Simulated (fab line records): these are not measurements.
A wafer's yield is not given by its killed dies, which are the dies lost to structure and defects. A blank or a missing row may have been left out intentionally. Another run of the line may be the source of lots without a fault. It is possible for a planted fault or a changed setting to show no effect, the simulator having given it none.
Matching of chambers -- flow gf180mcu -- cmp-01 running GF_STI_CMP_25: 4 sister chambers
The step polishes, stops on Si3N4, t overpolish 33 s, target thk 524.6 nm. 4 wafers are shown with their chamber, then 7 later ones without.

== WAFERS, EACH WITH ITS CHAMBER ==
wafer,chamber,motor current A (A)
L451.3,2,15.0
L451.5,0,12.5
L458.3,1,11.6
L458.4,3,11.4

== WAFERS WITHOUT THEIR CHAMBER ==
wafer,motor current A (A)
L458.6,12.0
L461.1,11.6
L461.2,11.2
L461.5,12.1
L467.1,11.7
L467.3,12.2
L467.5,12.1

== CHAMBER TAKEN BY EACH ==
wafer,from the rows above,in truth
L458.6,can't be placed: 1 or 0 or 3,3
L461.1,can't be placed: 1 or 3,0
L461.2,can't be placed: 3 or 1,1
L461.5,can't be placed: 0 or 1 or 3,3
L467.1,can't be placed: 1 or 3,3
L467.3,can't be placed: 0 or 1 or 3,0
L467.5,can't be placed: 0 or 1 or 3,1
Placed correctly: 0 of 7. Not placeable from these rows: 7 (in 6, the candidates include the true chamber). Number placed wrongly: 0.
How it was worked out, from the rows above alone: a wafer's distance from a chamber is the root of the sum, over the readings, of the square of ((its reading less the chamber's mean) divided by the reading's scatter). If the next closest chamber is less than 2 further off than the closest, the wafer can't be placed; otherwise it belongs to the closest. Each chamber's mean is taken over the wafers shown for it. The scatter: with one shown wafer a chamber, the root of the mean of the squares of how far each hidden wafer lies from its nearest shown one.
